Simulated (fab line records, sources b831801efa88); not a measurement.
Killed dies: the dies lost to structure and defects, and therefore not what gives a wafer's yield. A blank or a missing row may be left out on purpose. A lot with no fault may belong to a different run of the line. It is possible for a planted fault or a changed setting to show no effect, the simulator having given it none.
fab line records ; flow gf180mcu ; part 1 of 2: steps 1 to 30 of 42
[record] lots = 5; wafers = 15; last-day = 34
route steps=602 shown V1@341 M2@362 V2@382
lots that met no fault: taken from a fault-free run of the same line
start-h: start of the lot's first displayed wafer, in hours after the record's first day ; wait-h: time in hours since the lot's previous step ; " same as the row above ; L1.1+2: several wafers, shown together as one row ; - no value, or no start was given ; * or withheld: withheld ; < > ~ a bound
route shown NAME@n: a module of which the file shows steps, and the number in the route of the first ; usual: mean/standard deviation taken from wafers without a fault ; same: alike in all rows ; chamber/n: place in a boat ; sites: the reading at each site ; _std_site: their standard deviation ; _edge_site: the outer-site mean with the inner-site mean subtracted ; radius-mm: how far each site lies from the wafer's centre ; mask NAME#n: copy n ; behind: the tool/chamber that last shaped the wafer ; hold: why the lot was held/for how many hours/how that ended ; device: the transistor (n, p or np) that didn't switch ; end of line: tests of these same wafers at the route's end ; a step given without rows: its recipe and nothing more ; killed: dies that structure and defects cost at the first sort, which is not the same as the wafer's yield ; map: a wafer's dies, marking killed ones x, the rest . and places with no die _
set.NAME: the setting as run; set.NAME@STEP: as run at that earlier step ; model.NAME: the simulator's own value behind a step, which no gauge read
lots at some steps of the route; a table a step, a row a wafer
services: a tool's chamber out of use, with start hour (start-h, from the record's first day; less than 0 if before it), hours out, and reason
[[steps]]
[step GF_V1_DEHYDRATE_06]
[recipe] temp-c = 200; time-s = 60
lot.wafer;tool;chamber;start-h;wait-h
L076.1+4+6;litho-track-03;0;415.48;11.2
L082.1+2+6;litho-track-03;0;474.13;11.4
L092.1+3+6;litho-track-01;0;557.24;10.9
L093.2+3+6;litho-track-01;0;563.17;10.7
L097.2+5+6;litho-track-01;0;602.66;10.1
[step GF_V1_HMDS_07]
[recipe] prime-time-s = 60; prime-temp-c = 120
[same] prime-time-s = 60
lot.wafer;tool;chamber;start-h;wait-h
L076.1+4+6;litho-track-03;0;415.63;0.1
L082.1+2+6;litho-track-03;0;474.28;0.1
L092.1+3+6;litho-track-01;0;557.39;0.1
L093.2+3+6;litho-track-01;0;563.32;0.1
L097.2+5+6;litho-track-01;0;602.81;0.1
[step GF_V1_COAT_08]
[recipe] resist = BARC; temp-c = withheld; time-s = withheld; spin-rpm = withheld; resist-thk-nm = withheld
lot.wafer;tool;chamber;start-h;wait-h
L076.1+4+6;litho-track-03;0;415.78;0.1
L082.1+2+6;litho-track-03;0;474.43;0.1
L092.1+3+6;litho-track-01;0;557.54;0.1
L093.2+3+6;litho-track-01;0;563.47;0.1
L097.2+5+6;litho-track-01;0;602.96;0.1
[step GF_V1_COAT_09]
[recipe] resist = KrF; spin-rpm = withheld; resist-thk-nm = 1000
lot.wafer;tool;chamber;start-h;wait-h
L076.1+4+6;litho-track-03;0;-;-
L082.1+2+6;litho-track-03;0;-;-
L092.1+3+6;litho-track-01;0;-;-
L093.2+3+6;litho-track-01;0;-;-
L097.2+5+6;litho-track-01;0;-;-
[step GF_V1_SOFTBAKE_10]
[recipe] temp-c = 130; time-s = 60; resist = KrF
lot.wafer;tool;chamber;start-h;wait-h
L076.1+4+6;litho-track-03;0;-;-
L082.1+2+6;litho-track-03;0;-;-
L092.1+3+6;litho-track-01;0;-;-
L093.2+3+6;litho-track-01;0;-;-
L097.2+5+6;litho-track-01;0;-;-
[step GF_V1_EXPOSE_11]
[recipe] mask-id = Via1; target-cd-nm = 260; na = 0.68; source-shape = conventional; sigma-outer = 0.6; dose-mj = 38
lot.wafer;tool;chamber;start-h;wait-h;mask
L076.1+4+6;krf-scanner-01;0;-;-;Via1#0
L082.1+2+6;krf-scanner-01;0;-;-;Via1#0
L092.1+3+6;krf-scanner-02;0;-;-;Via1#0
L093.2+3+6;krf-scanner-01;0;-;-;Via1#0
L097.2+5+6;krf-scanner-02;0;-;-;Via1#0
[step GF_V1_PEB_12]
[recipe] peb-temp-c = 135; peb-time-s = 90; resist = KrF
[same] peb-time-s = 90
lot.wafer;tool;chamber;start-h;wait-h
L076.1+4+6;litho-track-03;0;-;-
L082.1+2+6;litho-track-03;0;-;-
L092.1+3+6;litho-track-04;0;-;-
L093.2+3+6;litho-track-01;0;-;-
L097.2+5+6;litho-track-03;0;-;-
[step GF_V1_DEVELOP_13]
[recipe] develop-time-s = 60; resist = KrF; dev-temp-c = 21
lot.wafer;tool;chamber;start-h;wait-h
L076.1+4+6;litho-track-03;0;428.18;0.2
L082.1+2+6;litho-track-03;0;486.08;0.2
L092.1+3+6;litho-track-04;0;569.36;0.2
L093.2+3+6;litho-track-01;0;574.61;0.2
L097.2+5+6;litho-track-03;0;613.25;0.2
[step GF_V1_CD_MEAS_14]
[recipe] target-cd-nm = 260
[usual] cd-nm = 259.5/1.4
lot.wafer;tool;chamber;start-h;wait-h;cd-nm
L076.1;cd-sem-01;-;428.33;0.1;260.3
L076.4;cd-sem-01;-;428.33;0.1;258.5
L076.6;cd-sem-01;-;428.33;0.1;260.7
L082.1;cd-sem-01;-;486.23;0.1;259.1
L082.2;cd-sem-01;-;486.23;0.1;257.5
L082.6;cd-sem-01;-;486.23;0.1;258.3
L092.1;cd-sem-01;-;569.51;0.1;263.2
L092.3;cd-sem-01;-;569.51;0.1;261.5
L092.6;cd-sem-01;-;569.51;0.1;262.8
L093.2;cd-sem-02;-;574.76;0.1;257.6
L093.3;cd-sem-02;-;574.76;0.1;257.2
L093.6;cd-sem-02;-;574.76;0.1;258.3
L097.2;cd-sem-02;-;613.39;0.1;260.5
L097.5;cd-sem-02;-;613.39;0.1;260.6
L097.6;cd-sem-02;-;613.39;0.1;261.6
[step GF_V1_OVL_MEAS_15]
[usual] V1_OVL = 0/5.6
lot.wafer;tool;chamber;start-h;wait-h;V1_OVL[nm]
L076.1;overlay-01;-;428.45;0.1;4
L076.4;overlay-01;-;428.45;0.1;1
L076.6;overlay-01;-;428.45;0.1;-1
L082.1;overlay-02;-;486.35;0.1;4
L082.2;overlay-02;-;486.35;0.1;-2
L082.6;overlay-02;-;486.35;0.1;7
L092.1;overlay-02;-;569.63;0.1;4
L092.3;overlay-02;-;569.63;0.1;10
L092.6;overlay-02;-;569.63;0.1;0
L093.2;overlay-02;-;574.87;0.1;6
L093.3;overlay-02;-;574.87;0.1;7
L093.6;overlay-02;-;574.87;0.1;7
L097.2;overlay-01;-;613.50;0.1;10
L097.5;overlay-01;-;613.50;0.1;6
L097.6;overlay-01;-;613.50;0.1;9
[step GF_V1_ETCH_16]
[recipe] chemistry = N2/H2; target-depth-a = withheld; overetch-a = withheld; time-s = withheld; target = BARC; ion-energy-ev = 200; source-w = 500; bias-w = 100; pressure-mtorr = 30; n2-flow-sccm = 100; h2-flow-sccm = 200
[usual] drypump-motor-current-A = 5.7/0.53; oes-product-au = 0.854/0.0048; throttle-valve-pct = 13.223/0.0089
lot.wafer;tool;chamber;start-h;wait-h;drypump-motor-current-A;oes-product-au;throttle-valve-pct
L076.1;rie-diel-04;2;428.48;0.0;5.7;0.854;13.225
L076.4;rie-diel-04;1;428.48;0.0;5.7;0.860;13.231
L076.6;rie-diel-04;1;428.48;0.0;5.7;0.860;13.223
L082.1;rie-diel-03;0;486.38;0.0;5.7;0.854;13.214
L082.2;rie-diel-03;1;486.38;0.0;6.2;0.855;13.226
L082.6;rie-diel-03;3;486.38;0.0;4.6;0.843;13.211
L092.1;rie-diel-03;2;569.66;0.0;5.8;0.844;13.220
L092.3;rie-diel-03;1;569.66;0.0;6.2;0.856;13.228
L092.6;rie-diel-03;3;569.66;0.0;4.6;0.856;13.217
L093.2;rie-diel-03;1;574.90;0.0;6.2;0.853;13.228
L093.3;rie-diel-03;3;574.90;0.0;4.6;0.854;13.225
L093.6;rie-diel-03;2;574.90;0.0;5.8;0.857;13.215
L097.2;rie-diel-02;2;613.53;0.0;6.3;0.846;13.226
L097.5;rie-diel-02;0;613.53;0.0;6.3;0.852;13.244
L097.6;rie-diel-02;3;613.53;0.0;6.4;0.868;13.226
[step GF_V1_ETCH_17]
[recipe] chemistry = C4F8/O2/Ar; mask-material = KrF; target = SiO2; stop-on = TiN; source-w = 1500; bias-w = 1200; pressure-mtorr = 40; c4f8-flow-sccm = withheld; O2_flow_sccm = 6; Ar_flow_sccm = 300; time-s = withheld; target-depth-a = 6300
[usual] oes-product-au = 0.855/0.0044
lot.wafer;tool;chamber;start-h;wait-h;oes-product-au
L076.1;rie-diel-04;2;-;-;0.856
L076.4;rie-diel-04;1;-;-;0.848
L076.6;rie-diel-04;1;-;-;0.859
L082.1;rie-diel-03;0;-;-;0.856
L082.2;rie-diel-03;1;-;-;0.851
L082.6;rie-diel-03;3;-;-;0.859
L092.1;rie-diel-03;2;-;-;0.850
L092.3;rie-diel-03;1;-;-;0.855
L092.6;rie-diel-03;3;-;-;0.855
L093.2;rie-diel-03;1;-;-;0.859
L093.3;rie-diel-03;3;-;-;0.850
L093.6;rie-diel-03;2;-;-;0.855
L097.2;rie-diel-02;2;-;-;0.857
L097.5;rie-diel-02;0;-;-;0.851
L097.6;rie-diel-02;3;-;-;0.845
[step GF_V1_STRIP_18]
[recipe] chemistry = O2/N2; power-w = 1400; pressure-mtorr = 1500; platen-temp-c = 250; o2-flow-sccm = 3000; n2-flow-sccm = 300; overash-fraction = 0.5
[usual] drypump-motor-current-A = 5.6/0.47; heater-power-w = 330/25; oes-product-au = 0.592/0.0045
lot.wafer;tool;chamber;start-h;wait-h;drypump-motor-current-A;heater-power-w;oes-product-au;rf-hours-counter-h
L076.1;plasma-asher-04;0;428.61;-;6.3;311;0.588;33
L076.4;plasma-asher-04;1;428.61;-;5.4;342;0.600;-
L076.6;plasma-asher-04;0;428.61;-;6.2;308;0.600;-
L082.1;plasma-asher-04;1;486.51;-;5.4;344;0.591;39
L082.2;plasma-asher-04;0;486.51;-;6.2;314;0.599;39
L082.6;plasma-asher-04;1;486.51;-;5.3;344;0.589;-
L092.1;plasma-asher-02;0;569.79;-;5.3;315;0.595;72
L092.3;plasma-asher-02;0;569.79;-;5.3;319;0.587;-
L092.6;plasma-asher-02;1;569.79;-;5.0;365;0.587;-
L093.2;plasma-asher-03;0;575.02;-;6.1;278;0.592;11
L093.3;plasma-asher-03;1;575.02;-;5.7;334;0.591;-
L093.6;plasma-asher-03;0;575.02;-;6.1;283;0.588;-
L097.2;plasma-asher-02;0;613.66;-;5.3;319;0.592;77
L097.5;plasma-asher-02;0;613.66;-;5.3;320;0.585;-
L097.6;plasma-asher-02;1;613.66;-;5.0;368;0.589;-
[step GF_V1_STRIP_19]
[recipe] chemistry = post-etch-residue-remover; time-s = 1200; temp-c = 72.5
lot.wafer;tool;chamber;start-h;wait-h
L076.1+4+6;wet-bench-02;1;428.71;0.1
L082.1+2+6;wet-bench-02;3;486.61;0.1
L092.1+3+6;wet-bench-03;3;569.89;0.1
L093.2+3+6;wet-bench-03;0;575.12;0.1
L097.2+5+6;wet-bench-01;2;613.76;0.1
[step GF_V1_CLEAN_20]
[recipe] chemistry = DIW; dry = n2-spin
lot.wafer;tool;chamber;start-h;wait-h
L076.1+4+6;wet-bench-01;1;429.05;0.0
L082.1+2+6;wet-bench-03;2;486.95;0.0
L092.1+3+6;wet-bench-02;2;570.23;0.0
L093.2+3+6;wet-bench-01;0;575.50;0.0
L097.2+5+6;wet-bench-03;2;614.13;0.0
[step GF_V1_SPUTTER_21]
[recipe] material = Ti; target-thk-nm = 15; chamber-pressure-pa = 5; power-w = 2500; substrate-temp-c = 200; time-s = 80.02
[usual] throttle-valve-pct = 30.1/1.1
lot.wafer;tool;chamber;start-h;wait-h;throttle-valve-pct
L076.1;pvd-sputter-03;-;429.15;0.0;29.2
L076.4;pvd-sputter-03;-;429.15;0.0;29.2
L076.6;pvd-sputter-03;-;429.15;0.0;29.3
L082.1;pvd-sputter-01;-;487.04;0.0;27.9
L082.2;pvd-sputter-01;-;487.04;0.0;31.1
L082.6;pvd-sputter-01;-;487.04;0.0;30.8
L092.1;pvd-sputter-01;-;570.34;0.0;27.6
L092.3;pvd-sputter-01;-;570.34;0.0;30.2
L092.6;pvd-sputter-01;-;570.34;0.0;30.6
L093.2;pvd-sputter-01;-;575.59;0.0;27.9
L093.3;pvd-sputter-01;-;575.59;0.0;30.9
L093.6;pvd-sputter-01;-;575.59;0.0;30.5
L097.2;pvd-sputter-03;-;614.22;0.0;29.0
L097.5;pvd-sputter-03;-;614.22;0.0;29.1
L097.6;pvd-sputter-03;-;614.22;0.0;31.0
[step GF_V1_SPUTTER_22]
[recipe] material = TiN; target-thk-nm = 10; chamber-pressure-pa = 5; power-w = 4000; time-s = 40
[usual] throttle-valve-pct = 30.1/1.1
lot.wafer;tool;chamber;start-h;wait-h;throttle-valve-pct
L076.1;pvd-sputter-03;-;429.21;0.0;29.1
L076.4;pvd-sputter-03;-;429.21;0.0;29.0
L076.6;pvd-sputter-03;-;429.21;0.0;29.2
L082.1;pvd-sputter-01;-;487.10;0.0;28.2
L082.2;pvd-sputter-01;-;487.10;0.0;30.9
L082.6;pvd-sputter-01;-;487.10;0.0;30.5
L092.1;pvd-sputter-01;-;570.40;0.0;27.9
L092.3;pvd-sputter-01;-;570.40;0.0;30.2
L092.6;pvd-sputter-01;-;570.40;0.0;30.6
L093.2;pvd-sputter-01;-;575.65;0.0;28.1
L093.3;pvd-sputter-01;-;575.65;0.0;30.6
L093.6;pvd-sputter-01;-;575.65;0.0;30.8
L097.2;pvd-sputter-03;-;614.28;0.0;29.2
L097.5;pvd-sputter-03;-;614.28;0.0;29.3
L097.6;pvd-sputter-03;-;614.28;0.0;31.1
[step GF_V1_CVD_23]
[recipe] material = W; target-thk-nm = 350; time-s = 105.05; temp-c = 400; pressure-torr = 40
[usual] heater-power-outer-w = 572/79; heater-power-w = 904/98
lot.wafer;tool;chamber;start-h;wait-h;heater-power-outer-w;heater-power-w;since-wet-clean-h
L076.1;cvd-w-01;0;429.25;0.0;679;1037;525
L076.4;cvd-w-01;1;429.25;0.0;508;802;-
L076.6;cvd-w-01;0;429.25;0.0;666;988;-
L082.1;cvd-w-02;1;487.14;0.0;570;956;83
L082.2;cvd-w-02;0;487.14;0.0;518;780;83
L082.6;cvd-w-02;1;487.14;0.0;557;941;-
L092.1;cvd-w-02;0;570.44;0.0;507;774;166
L092.3;cvd-w-02;0;570.44;0.0;503;802;-
L092.6;cvd-w-02;0;570.44;0.0;496;781;-
L093.2;cvd-w-01;0;575.73;0.1;705;1024;-
L093.3;cvd-w-01;0;575.73;0.1;681;1013;-
L093.6;cvd-w-01;0;575.73;0.1;689;1036;-
L097.2;cvd-w-02;0;614.32;0.0;496;796;210
L097.5;cvd-w-02;1;614.32;0.0;571;952;-
L097.6;cvd-w-02;0;614.32;0.0;496;781;-
[step GF_V1_RS_MEAS_24]
[recipe] thk-meas-gauge = four-point-probe; reads = W_of_V1_CVD_23+TiN_of_V1_SPUTTER_22+Ti_of_V1_SPUTTER_21
[usual] V1_W_RS = 0.326/0.0052
lot.wafer;tool;chamber;start-h;wait-h;V1_W_RS[ohm/sq]
L076.1;film-metro-02;-;429.37;0.1;0.326
L076.4;film-metro-02;-;429.37;0.1;0.322
L076.6;film-metro-02;-;429.37;0.1;0.327
L082.1;film-metro-01;-;487.26;0.1;0.331
L082.2;film-metro-01;-;487.26;0.1;0.325
L082.6;film-metro-01;-;487.26;0.1;0.330
L092.1;film-metro-02;-;570.67;0.2;0.325
L092.3;film-metro-02;-;570.67;0.2;0.325
L092.6;film-metro-02;-;570.67;0.2;0.330
L093.2;film-metro-02;-;575.93;0.2;0.323
L093.3;film-metro-02;-;575.93;0.2;0.327
L093.6;film-metro-02;-;575.93;0.2;0.325
L097.2;film-metro-01;-;614.45;0.1;0.330
L097.5;film-metro-01;-;614.45;0.1;0.331
L097.6;film-metro-01;-;614.45;0.1;0.331
[step GF_V1_THK_MEAS_25]
[recipe] thk-meas-gauge = xrf; reads = W_of_V1_CVD_23
[usual] V1_W_THK = 343/7.1
lot.wafer;tool;chamber;start-h;wait-h;V1_W_THK[nm]
L076.1;film-metro-02;-;429.49;0.1;337
L076.4;film-metro-02;-;429.49;0.1;342
L076.6;film-metro-02;-;429.49;0.1;337
L082.1;film-metro-01;-;487.38;0.1;337
L082.2;film-metro-01;-;487.38;0.1;346
L082.6;film-metro-01;-;487.38;0.1;341
L092.1;film-metro-02;-;570.79;0.1;341
L092.3;film-metro-02;-;570.79;0.1;342
L092.6;film-metro-02;-;570.79;0.1;335
L093.2;film-metro-02;-;576.04;0.1;338
L093.3;film-metro-02;-;576.04;0.1;334
L093.6;film-metro-02;-;576.04;0.1;337
L097.2;film-metro-01;-;614.56;0.1;344
L097.5;film-metro-01;-;614.56;0.1;338
L097.6;film-metro-01;-;614.56;0.1;339
[step GF_V1_CMP_26]
[recipe] stop-on = SiO2; down-force-psi = 3.5; platen-rpm = 60; t-overpolish-s = 15; target-thk-nm = 0; pad-velocity-m-s = 0.94248
[usual] edge-zone-pressure-frac = 1.000/0.0052; head-pressure-psi = 3.499/0.0076; motor-current-A = 11.7/1.2; overpolish-run-s = 15.001/0.0092; time-to-endpoint-s = 84/4.3
lot.wafer;tool;chamber;start-h;wait-h;edge-zone-pressure-frac;head-pressure-psi;motor-current-A;overpolish-run-s;time-to-endpoint-s
L076.1;cmp-02;0;429.55;0.1;1.001;3.484;11.3;14.987;82
L076.4;cmp-02;2;429.55;0.1;1.002;3.500;12.3;14.997;88
L076.6;cmp-02;0;429.55;0.1;1.000;3.496;11.4;15.006;83
L082.2;cmp-01;0;487.44;0.0;0.995;3.501;9.7;14.999;87
L082.1;cmp-01;1;487.44;0.0;0.993;3.494;11.3;15.020;81
L082.6;cmp-01;1;487.44;0.0;0.996;3.501;11.9;14.979;81
L092.3;cmp-01;0;570.90;0.1;0.998;3.500;9.2;14.987;82
L092.1;cmp-01;2;570.90;0.1;0.996;3.496;12.8;15.007;79
L092.6;cmp-01;0;570.90;0.1;0.996;3.517;9.5;15.005;81
L093.3;cmp-01;1;576.09;0.0;0.996;3.496;11.9;14.993;86
L093.2;cmp-01;2;576.09;0.0;0.999;3.501;11.7;15.009;85
L093.6;cmp-01;2;576.09;0.0;1.000;3.491;13.1;15.020;83
L097.2;cmp-02;0;614.77;0.2;0.996;3.499;11.5;15.009;77
L097.5;cmp-02;1;614.77;0.2;1.005;3.491;13.0;15.007;77
L097.6;cmp-02;2;614.77;0.2;1.007;3.500;12.6;15.004;80
[step GF_M2_SPUTTER_00]
[recipe] material = Ti; target-thk-nm = 37.5; arriving-ion-energy-ev = 80; substrate-temp-c = 200; chamber-pressure-pa = 2; power-w = 4000; time-s = 150
[usual] throttle-valve-pct = 30.2/0.97
lot.wafer;tool;chamber;start-h;wait-h;throttle-valve-pct
L076.1;pvd-sputter-02;-;429.85;0.2;31.2
L076.4;pvd-sputter-02;-;429.85;0.2;30.3
L076.6;pvd-sputter-02;-;429.85;0.2;30.4
L082.1;pvd-sputter-03;-;487.74;0.2;29.2
L082.2;pvd-sputter-03;-;487.74;0.2;31.1
L082.6;pvd-sputter-03;-;487.74;0.2;29.4
L092.1;pvd-sputter-03;-;571.15;0.1;32.1
L092.3;pvd-sputter-03;-;571.15;0.1;29.4
L092.6;pvd-sputter-03;-;571.15;0.1;30.9
L093.2;pvd-sputter-03;-;576.39;0.2;31.9
L093.3;pvd-sputter-03;-;576.39;0.2;31.2
L093.6;pvd-sputter-03;-;576.39;0.2;29.3
L097.2;pvd-sputter-02;-;614.92;0.1;30.3
L097.5;pvd-sputter-02;-;614.92;0.1;31.3
L097.6;pvd-sputter-02;-;614.92;0.1;29.7
[step GF_M2_SPUTTER_01]
[recipe] material = TiN; target-thk-nm = 30; power-w = 6500; time-s = 25; chamber-pressure-pa = 0.4
[usual] throttle-valve-pct = 30.2/0.99
lot.wafer;tool;chamber;start-h;wait-h;throttle-valve-pct
L076.1;pvd-sputter-02;-;429.95;0.1;31.4
L076.4;pvd-sputter-02;-;429.95;0.1;30.3
L076.6;pvd-sputter-02;-;429.95;0.1;30.6
L082.1;pvd-sputter-03;-;487.84;0.1;29.4
L082.2;pvd-sputter-03;-;487.84;0.1;31.3
L082.6;pvd-sputter-03;-;487.84;0.1;29.2
L092.1;pvd-sputter-03;-;571.25;0.1;32.2
L092.3;pvd-sputter-03;-;571.25;0.1;29.0
L092.6;pvd-sputter-03;-;571.25;0.1;31.0
L093.2;pvd-sputter-03;-;576.49;0.1;32.1
L093.3;pvd-sputter-03;-;576.49;0.1;30.9
L093.6;pvd-sputter-03;-;576.49;0.1;28.9
L097.2;pvd-sputter-02;-;615.02;0.1;30.4
L097.5;pvd-sputter-02;-;615.02;0.1;31.3
L097.6;pvd-sputter-02;-;615.02;0.1;29.7
[step GF_M2_SPUTTER_02]
[recipe] material = AlCu; target-thk-nm = 450; power-w = 10600; time-s = 23.9; chamber-pressure-pa = 0.4
[usual] throttle-valve-pct = 30.2/0.98
lot.wafer;tool;chamber;start-h;wait-h;throttle-valve-pct
L076.1;pvd-sputter-02;-;429.98;0.0;31.6
L076.4;pvd-sputter-02;-;429.98;0.0;30.3
L076.6;pvd-sputter-02;-;429.98;0.0;30.5
L082.1;pvd-sputter-03;-;487.87;0.0;29.5
L082.2;pvd-sputter-03;-;487.87;0.0;31.1
L082.6;pvd-sputter-03;-;487.87;0.0;29.1
L092.1;pvd-sputter-03;-;571.28;0.0;32.1
L092.3;pvd-sputter-03;-;571.28;0.0;29.2
L092.6;pvd-sputter-03;-;571.28;0.0;30.8
L093.2;pvd-sputter-03;-;576.52;0.0;31.9
L093.3;pvd-sputter-03;-;576.52;0.0;31.0
L093.6;pvd-sputter-03;-;576.52;0.0;28.9
L097.2;pvd-sputter-02;-;615.05;0.0;30.4
L097.5;pvd-sputter-02;-;615.05;0.0;31.3
L097.6;pvd-sputter-02;-;615.05;0.0;29.6
[step GF_M2_SPUTTER_03]
[recipe] material = Ti; target-thk-nm = 10; substrate-temp-c = 300; chamber-pressure-pa = 0.3; power-w = 3000; time-s = 6.7
[usual] throttle-valve-pct = 30.2/1
lot.wafer;tool;chamber;start-h;wait-h;throttle-valve-pct
L076.1;pvd-sputter-02;-;430.01;0.0;31.1
L076.4;pvd-sputter-02;-;430.01;0.0;30.1
L076.6;pvd-sputter-02;-;430.01;0.0;30.5
L082.1;pvd-sputter-03;-;487.90;0.0;29.3
L082.2;pvd-sputter-03;-;487.90;0.0;31.1
L082.6;pvd-sputter-03;-;487.90;0.0;29.3
L092.1;pvd-sputter-03;-;571.31;0.0;32.1
L092.3;pvd-sputter-03;-;571.31;0.0;29.0
L092.6;pvd-sputter-03;-;571.31;0.0;31.2
L093.2;pvd-sputter-03;-;576.55;0.0;31.8
L093.3;pvd-sputter-03;-;576.55;0.0;31.0
L093.6;pvd-sputter-03;-;576.55;0.0;29.1
L097.2;pvd-sputter-02;-;615.08;0.0;30.3
L097.5;pvd-sputter-02;-;615.08;0.0;31.3
L097.6;pvd-sputter-02;-;615.08;0.0;29.7
[step GF_M2_SPUTTER_04]
[recipe] material = TiN; target-thk-nm = 50; power-w = 6500; time-s = 41.7; chamber-pressure-pa = 0.4
[usual] throttle-valve-pct = 30.2/0.98
lot.wafer;tool;chamber;start-h;wait-h;throttle-valve-pct
L076.1;pvd-sputter-02;-;430.03;0.0;31.3
L076.4;pvd-sputter-02;-;430.03;0.0;30.2
L076.6;pvd-sputter-02;-;430.03;0.0;30.4
L082.1;pvd-sputter-03;-;487.92;0.0;29.2
L082.2;pvd-sputter-03;-;487.92;0.0;30.7
L082.6;pvd-sputter-03;-;487.92;0.0;29.3
L092.1;pvd-sputter-03;-;571.33;0.0;32.1
L092.3;pvd-sputter-03;-;571.33;0.0;29.1
L092.6;pvd-sputter-03;-;571.33;0.0;31.3
L093.2;pvd-sputter-03;-;576.58;0.0;32.1
L093.3;pvd-sputter-03;-;576.58;0.0;30.9
L093.6;pvd-sputter-03;-;576.58;0.0;29.2
L097.2;pvd-sputter-02;-;615.10;0.0;30.4
L097.5;pvd-sputter-02;-;615.10;0.0;31.5
L097.6;pvd-sputter-02;-;615.10;0.0;29.9
[step GF_M2_RS_MEAS_05]
[recipe] thk-meas-gauge = four-point-probe; reads = TiN_of_M2_SPUTTER_04+Ti_of_M2_SPUTTER_03+AlCu_of_M2_SPUTTER_02+TiN_of_M2_SPUTTER_01+Ti_of_M2_SPUTTER_00
[usual] M2_ALCU_RS = 0.0694/0.00083
lot.wafer;tool;chamber;start-h;wait-h;M2_ALCU_RS[ohm/sq]
L076.1;film-metro-03;-;430.10;0.1;0.0698
L076.4;film-metro-03;-;430.10;0.1;0.0694
L076.6;film-metro-03;-;430.10;0.1;0.0698
L082.1;film-metro-04;-;487.96;0.0;0.0684
L082.2;film-metro-04;-;487.96;0.0;0.0689
L082.6;film-metro-04;-;487.96;0.0;0.0692
L092.1;film-metro-04;-;571.37;0.0;0.0687
L092.3;film-metro-04;-;571.37;0.0;0.0688
L092.6;film-metro-04;-;571.37;0.0;0.0704
L093.2;film-metro-01;-;576.63;0.0;0.0684
L093.3;film-metro-01;-;576.63;0.0;0.0700
L093.6;film-metro-01;-;576.63;0.0;0.0693
L097.2;film-metro-03;-;615.16;0.0;0.0692
L097.5;film-metro-03;-;615.16;0.0;0.0689
L097.6;film-metro-03;-;615.16;0.0;0.0691
[step GF_M2_THK_MEAS_06]
[recipe] thk-meas-gauge = xrf; reads = AlCu_of_M2_SPUTTER_02
[usual] M2_ALCU_THK = 448/6.3
lot.wafer;tool;chamber;start-h;wait-h;M2_ALCU_THK[nm]
L076.1;film-metro-03;-;430.22;0.1;446
L076.4;film-metro-03;-;430.22;0.1;448
L076.6;film-metro-03;-;430.22;0.1;446
L082.1;film-metro-04;-;488.08;0.1;455
L082.2;film-metro-04;-;488.08;0.1;454
L082.6;film-metro-04;-;488.08;0.1;452
L092.1;film-metro-04;-;571.49;0.1;458
L092.3;film-metro-04;-;571.49;0.1;458
L092.6;film-metro-04;-;571.49;0.1;450
L093.2;film-metro-01;-;576.74;0.1;454
L093.3;film-metro-01;-;576.74;0.1;439
L093.6;film-metro-01;-;576.74;0.1;444
L097.2;film-metro-03;-;615.27;0.1;453
L097.5;film-metro-03;-;615.27;0.1;454
L097.6;film-metro-03;-;615.27;0.1;453
[step GF_M2_DEHYDRATE_07]
[recipe] temp-c = 200; time-s = 60
lot.wafer;tool;chamber;start-h;wait-h
L076.1+4+6;litho-track-02;0;441.82;11.6
L082.1+2+6;litho-track-02;0;499.57;11.5
L092.1+3+6;litho-track-02;0;581.67;10.2
L093.2+3+6;litho-track-01;0;586.96;10.2
L097.2+5+6;litho-track-01;0;625.46;10.2
[step GF_M2_HMDS_08]
[recipe] prime-time-s = 60; prime-temp-c = 120
[same] prime-time-s = 60
lot.wafer;tool;chamber;start-h;wait-h
L076.1+4+6;litho-track-02;0;441.97;0.1
L082.1+2+6;litho-track-02;0;499.72;0.1
L092.1+3+6;litho-track-02;0;581.82;0.1
L093.2+3+6;litho-track-01;0;587.11;0.1
L097.2+5+6;litho-track-01;0;625.61;0.1
